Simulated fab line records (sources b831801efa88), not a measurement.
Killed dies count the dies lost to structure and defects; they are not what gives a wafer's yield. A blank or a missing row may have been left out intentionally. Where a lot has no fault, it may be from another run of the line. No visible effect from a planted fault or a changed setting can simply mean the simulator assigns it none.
fab line records + flow sfq_line
[record]
- lots = 6
- wafers = 18
- last_day = 84
route steps=325 shown I7@309 M8@311
lots untouched by any fault: they come from a run of this same line in which no faults occurred
start_h: start of the lot's first displayed wafer, in hours after the record's first day + wait_h: hours elapsed since this lot's preceding step + " as in the row above + L1.1+2: several wafers, shown together as one row + - no value present, or no start provided + * or withheld: withheld + < > ~ a bound
route shown NAME@n: NAME is a module with steps in the file, n the number in the route of the first one + usual: mean and standard deviation over wafers with no fault + same: alike in all rows + chamber/n: place in a boat + sites: per-site readings + _std_site: the standard deviation of these + _edge_site: outer sites' mean less inner sites' + radius_mm: how far each site lies from the wafer's centre + mask NAME#n: copy n + behind: tool/chamber where the wafer was last shaped + hold: the reason the lot was held/the length of the hold in hours/how it ended + device: which transistor (n, p or np) failed to switch + end of line: tests of these same wafers at the route's end + a step with no rows: only its recipe + killed: not the wafer's yield, but the dies lost to structure and defects at the first sort + map: the dies of a wafer, with x for killed, . for not killed, _ for no die there
set.NAME: the setting as run; set.NAME@STEP: as run at that earlier step + model.NAME: the simulator's own value behind a step, which no gauge read
a table for each step, a row for each wafer; lots at some steps of the route
services: when a tool's chamber went out of use (start_h, in hours from the record's first day, below 0 if earlier), for how many hours, and the reason
[[steps]]
[step SFQ_TRILAYER_I7_VIA_STRIP_STRIP_191]
[recipe]
- gas = O2
- power_w = 200
- platen_temp_c = 40
- overash_fraction = 0.6759
- chemistry = O2
- pressure_mtorr = 50
[usual]
- drypump_motor_current_A = 5.8/0.53
- oes_product_au = 0.997/0.0094
| lot.wafer | tool         | chamber | start_h | wait_h | drypump_motor_current_A | oes_product_au | rf_hours_counter_h |
|-----------|--------------|---------|---------|--------|-------------------------|----------------|--------------------|
| L243.1    | rie_metal-03 | 1       | 1789.75 | -      | 6.0                     | 1.008          | 101                |
| L243.2    | "            | 0       | "       | "      | 5.2                     | 0.991          | 128                |
| L243.4    | "            | 1       | "       | "      | 6.0                     | 1.003          | -                  |
| L245.1    | rie_metal-02 | 1       | 1832.09 | -      | 5.4                     | 0.989          | 64                 |
| L245.3    | "            | 1       | "       | "      | 5.4                     | 0.995          | -                  |
| L245.5    | "            | 1       | "       | "      | 5.4                     | 0.990          | -                  |
| L256.2    | rie_metal-02 | 1       | 2000.39 | -      | 5.4                     | 0.991          | 85                 |
| L256.3    | "            | 1       | "       | "      | 5.4                     | 0.987          | -                  |
| L256.5    | "            | 1       | "       | "      | 5.4                     | 0.987          | -                  |
| L257.1    | rie_metal-02 | 1       | 2006.39 | -      | 5.4                     | 0.996          | 86                 |
| L257.2    | "            | 0       | "       | "      | 6.7                     | 1.018          | 95                 |
| L257.5    | "            | 1       | "       | "      | 5.4                     | 0.994          | -                  |
| L258.1    | rie_metal-04 | 1       | 2007.59 | -      | 5.5                     | 0.986          | 54                 |
| L258.3    | "            | 0       | "       | "      | 5.8                     | 0.986          | -                  |
| L258.6    | "            | 1       | "       | "      | 5.5                     | 0.997          | -                  |
| L259.1    | rie_metal-03 | 1       | 2012.39 | -      | 6.0                     | 0.996          | 132                |
| L259.2    | "            | 0       | "       | "      | 5.1                     | 0.995          | 27                 |
| L259.3    | "            | 1       | "       | "      | 5.9                     | 0.991          | -                  |
[step SFQ_TRILAYER_I7_VIA_STRIP_SOLV_CLEAN_192]
[recipe]
- chemistry = NMP
- temp_c = 70
- time_s = 600
[step SFQ_TRILAYER_M8_LITHO_LOR_COAT_197]
[recipe]
- resist = lift-off
- spin_rpm = 3000
[step SFQ_TRILAYER_M8_LITHO_LOR_BAKE_198]
[recipe]
- resist = lift-off
- temp_c = withheld
- time_s = withheld
[step SFQ_TRILAYER_M8_LITHO_COAT_193]
[recipe]
- resist = KrF
- spin_rpm = 3000
- resist_thk_nm = 600
[step SFQ_TRILAYER_M8_LITHO_SOFTBAKE_199]
[recipe]
- temp_c = withheld
- time_s = withheld
- resist = KrF
[step SFQ_TRILAYER_M8_LITHO_EXPOSE_194]
[recipe]
- mask_id = M8
- na = 0.6
- source_shape = conventional
- sigma_outer = 0.65
- target_cd_nm = 2000
- dose_mj = 14.4
[step SFQ_TRILAYER_M8_LITHO_PEB_196]
[recipe]
- peb_temp_c = 115
- peb_time_s = 60
- resist = KrF
[step SFQ_TRILAYER_M8_LITHO_DEVELOP_195]
[recipe]
- img_clear_s = 15
- time_s = 55
- resist = KrF
[step SFQ_M8_OVL_MEAS_948]
[usual]
- M8_OVL = 2/5.6
| lot.wafer | tool       | chamber | start_h | wait_h | M8_OVL[nm] |
|-----------|------------|---------|---------|--------|------------|
| L243.1    | overlay-01 | -       | 1892.62 | 0.1    | 2          |
| L243.2    | "          | -       | "       | "      | -5         |
| L243.4    | "          | -       | "       | "      | 7          |
| L245.1    | overlay-02 | -       | 1932.47 | 0.1    | 2          |
| L245.3    | "          | -       | "       | "      | 2          |
| L245.5    | "          | -       | "       | "      | 4          |
| L256.2    | overlay-02 | -       | 2006.32 | 0.1    | 8          |
| L256.3    | "          | -       | "       | "      | 4          |
| L256.5    | "          | -       | "       | "      | -1         |
| L257.1    | overlay-02 | -       | 2009.95 | 0.1    | -2         |
| L257.2    | "          | -       | "       | "      | 5          |
| L257.5    | "          | -       | "       | "      | -3         |
| L258.1    | overlay-02 | -       | 2011.25 | 0.1    | 7          |
| L258.3    | "          | -       | "       | "      | 7          |
| L258.6    | "          | -       | "       | "      | 1          |
| L259.1    | overlay-02 | -       | 2015.95 | 0.1    | -5         |
| L259.2    | "          | -       | "       | "      | 4          |
| L259.3    | "          | -       | "       | "      | 2          |
[step SFQ_TRILAYER_M8_DEP_EVAP_197]
[recipe]
- material = Ti
- angular_spread_deg = 1
- target_thk_nm = 20
- time_s = 100
- power_w = 2000
[step SFQ_TRILAYER_M8_DEP_EVAP_198]
[recipe]
- material = Pt
- angular_spread_deg = 1
- target_thk_nm = 50
- time_s = 257.3
- power_w = 2000
[step SFQ_TRILAYER_M8_DEP_EVAP_196]
[recipe]
- material = Au
- angular_spread_deg = 1
- target_thk_nm = 180
- time_s = 900
- power_w = 2000
| lot.wafer | tool           | chamber | start_h | wait_h | model.Au_of_TRILAYER_M8_DEP_EVAP_196.thk_nm |
|-----------|----------------|---------|---------|--------|---------------------------------------------|
| L243.1    | pvd_sputter-02 | -       | 1892.88 | 0.1    | 177.4                                       |
| L243.2    | "              | -       | "       | "      | 174.7                                       |
| L243.4    | "              | -       | "       | "      | 176.8                                       |
| L245.1    | pvd_sputter-01 | -       | 1932.73 | 0.1    | 182.4                                       |
| L245.3+5  | "              | -       | "       | "      | 184.1                                       |
| L256.2    | pvd_sputter-02 | -       | 2006.58 | 0.1    | 228.8                                       |
| L256.3    | "              | -       | "       | "      | 177.5                                       |
| L256.5    | "              | -       | "       | "      | 179.3                                       |
| L257.1    | pvd_sputter-01 | -       | 2010.22 | 0.1    | 178.3                                       |
| L257.2    | "              | -       | "       | "      | 178                                         |
| L257.5    | "              | -       | "       | "      | 177.5                                       |
| L258.1    | pvd_sputter-02 | -       | 2011.52 | 0.1    | 230.5                                       |
| L258.3    | "              | -       | "       | "      | 177.2                                       |
| L258.6    | "              | -       | "       | "      | 177                                         |
| L259.1    | pvd_sputter-01 | -       | 2016.22 | 0.1    | 180                                         |
| L259.2    | "              | -       | "       | "      | 180.3                                       |
| L259.3    | "              | -       | "       | "      | 180.7                                       |
[step SFQ_M8_RS_MEAS_949]
[recipe]
- thk_meas_gauge = four-point-probe
- reads = Au_of_TRILAYER_M8_DEP_EVAP_196+Pt_of_TRILAYER_M8_DEP_EVAP_198+Ti_of_TRILAYER_M8_DEP_EVAP_197
[usual]
- M8_AU_RS = 0.1532/0.0023
| lot.wafer | tool          | chamber | start_h | wait_h | M8_AU_RS[ohm/sq] |
|-----------|---------------|---------|---------|--------|------------------|
| L243.1    | film_metro-01 | -       | 1893.40 | 0.3    | 0.1557           |
| L243.2    | "             | -       | "       | "      | 0.1581           |
| L243.4    | "             | -       | "       | "      | 0.1567           |
| L245.1    | film_metro-03 | -       | 1933.25 | 0.3    | 0.1511           |
| L245.3    | "             | -       | "       | "      | 0.1502           |
| L245.5    | "             | -       | "       | "      | 0.1501           |
| L256.2    | film_metro-03 | -       | 2007.11 | 0.3    | 0.1202           |
| L256.3    | "             | -       | "       | "      | 0.1555           |
| L256.5    | "             | -       | "       | "      | 0.1542           |
| L257.1    | film_metro-01 | -       | 2010.73 | 0.3    | 0.1555           |
| L257.2    | "             | -       | "       | "      | 0.1553           |
| L257.5    | "             | -       | "       | "      | 0.1560           |
| L258.1    | film_metro-01 | -       | 2012.03 | 0.3    | 0.1197           |
| L258.3    | "             | -       | "       | "      | 0.1561           |
| L258.6    | "             | -       | "       | "      | 0.1561           |
| L259.1    | film_metro-04 | -       | 2016.73 | 0.3    | 0.1533           |
| L259.2    | "             | -       | "       | "      | 0.1532           |
| L259.3    | "             | -       | "       | "      | 0.1529           |
[step SFQ_M8_THK_MEAS_950]
[recipe]
- thk_meas_gauge = xrf
- reads = Au_of_TRILAYER_M8_DEP_EVAP_196
[usual]
- M8_AU_THK = 181/3
| lot.wafer | tool          | chamber | start_h | wait_h | M8_AU_THK[nm] |
|-----------|---------------|---------|---------|--------|---------------|
| L243.1    | film_metro-01 | -       | 1893.52 | 0.1    | 177           |
| L243.2    | "             | -       | "       | "      | 175           |
| L243.4    | "             | -       | "       | "      | 177           |
| L245.1    | film_metro-03 | -       | 1933.37 | 0.1    | 185           |
| L245.3    | "             | -       | "       | "      | 185           |
| L245.5    | "             | -       | "       | "      | 186           |
| L256.2    | film_metro-03 | -       | 2007.22 | 0.1    | 233           |
| L256.3    | "             | -       | "       | "      | 180           |
| L256.5    | "             | -       | "       | "      | 182           |
| L257.1    | film_metro-01 | -       | 2010.85 | 0.1    | 180           |
| L257.2    | "             | -       | "       | "      | 179           |
| L257.5    | "             | -       | "       | "      | 178           |
| L258.1    | film_metro-01 | -       | 2012.15 | 0.1    | 231           |
| L258.3    | "             | -       | "       | "      | 177           |
| L258.6    | "             | -       | "       | "      | 178           |
| L259.1    | film_metro-04 | -       | 2016.85 | 0.1    | 180           |
| L259.2    | "             | -       | "       | "      | 182           |
| L259.3    | "             | -       | "       | "      | 181           |
[step SFQ_TRILAYER_M8_LIFTOFF_LIFTOFF_197]
[recipe]
- temp_c = 80
- time_s = 600
- chemistry = NMP
[step SFQ_M8_BOW_MEAS_951]
[recipe]
- mode = bow
[usual]
- M8_BOW = 10/9.7
| lot.wafer | tool          | chamber | start_h | wait_h | M8_BOW[um] | model.etest.i7.link_ohm | model.etest.m8.ohm_sq |
|-----------|---------------|---------|---------|--------|------------|-------------------------|-----------------------|
| L243.1    | film_metro-03 | -       | 1893.75 | 0.0    | -4         | 1.049                   | 0.1558                |
| L243.2    | "             | -       | "       | "      | -10        | 1.051                   | 0.1581                |
| L243.4    | "             | -       | "       | "      | -15        | 1.054                   | 0.1563                |
| L245.1    | film_metro-04 | -       | 1933.60 | 0.0    | 10         | 1.049                   | 0.1514                |
| L245.3    | "             | -       | "       | "      | 4          | 1.038                   | 0.1501                |
| L245.5    | "             | -       | "       | "      | 6          | 1.045                   | 0.1501                |
| L256.2    | film_metro-04 | -       | 2007.48 | 0.0    | 21         | 0.9847                  | 0.1207                |
| L256.3    | "             | -       | "       | "      | 21         | 1.041                   | 0.1556                |
| L256.5    | "             | -       | "       | "      | 16         | 1.041                   | 0.1541                |
| L257.1    | film_metro-04 | -       | 2011.10 | 0.0    | 7          | 1.039                   | 0.1549                |
| L257.2    | "             | -       | "       | "      | 6          | 1.04                    | 0.1552                |
| L257.5    | "             | -       | "       | "      | 12         | 1.05                    | 0.1556                |
| L258.1    | film_metro-03 | -       | 2012.40 | 0.0    | 5          | 1.016                   | 0.1199                |
| L258.3    | "             | -       | "       | "      | 17         | 1.052                   | 0.1559                |
| L258.6    | "             | -       | "       | "      | 15         | 1.043                   | 0.1561                |
| L259.1    | film_metro-04 | -       | 2017.10 | 0.0    | 24         | 1.057                   | 0.1535                |
| L259.2    | "             | -       | "       | "      | 13         | 1.057                   | 0.1533                |
| L259.3    | "             | -       | "       | "      | 19         | 1.046                   | 0.1529                |
[[services]]
| tool           | chamber | start_h | hours | kind                          |
|----------------|---------|---------|-------|-------------------------------|
| rie_metal-03   | 0       | 1799.75 | -     | clean                         |
| rie_metal-03   | 0       | 1799.75 | -     | consumable_replace:focus_ring |
| rie_metal-03   | 0       | 1799.75 | 14.4  | scheduled_down                |
| rie_metal-03   | 0       | 1799.75 | 14.4  | vent_cycle                    |
| pvd_sputter-02 | -       | 1864.22 | 6.4   | repair                        |
| pvd_sputter-01 | -       | 1875.71 | 1.5   | repair                        |
| rie_metal-02   | 1       | 1941.13 | 14.3  | repair                        |
| rie_metal-04   | -       | 1973.78 | 1.2   | repair                        |
| rie_metal-02   | -       | 1975.73 | 0.3   | repair                        |
| pvd_sputter-02 | 1       | 1983.82 | -     | consumable_replace:kit        |
| pvd_sputter-02 | 1       | 1983.82 | 18.0  | scheduled_down                |
| pvd_sputter-02 | 1       | 1983.82 | 18.0  | vent_cycle                    |
| rie_metal-02   | 1       | 2009.68 | 1.4   | repair                        |
[[key]]
[first_sign]
- step = SFQ_M8_RS_MEAS_949
- reading = M8_AU_RS
- direction = down
- sigmas = 15
- usual = 0.1532
- struck = 0.1200
[effect]
- step = SFQ_M8_THK_MEAS_950
- reading = M8_AU_THK
- direction = up
- sigmas = 17
- usual = 181
- struck = 232
[model_effect]
- step = SFQ_TRILAYER_M8_DEP_EVAP_196
- value = Au_of_TRILAYER_M8_DEP_EVAP_196.thk_nm
- without = 182
- struck = 229.7
[model_effect]
- step = SFQ_M8_BOW_MEAS_951
- value = etest.i7.link_ohm
- without = 1.033
- struck = 1
met_at SFQ_TRILAYER_M8_DEP_EVAP_196
struck_wafers L256.2,L258.1
[fault]
- kind = process_parameter_drift
- tool = pvd_sputter-02
- chamber = -
- onset_h = 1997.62
- steps = SFQ_TRILAYER_M8_DEP_EVAP_196
- channel = time_s
- offset = *
- shape = step
- end_h = 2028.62
- acts_in = *
- stated = *
- scope = struck_wafers_only
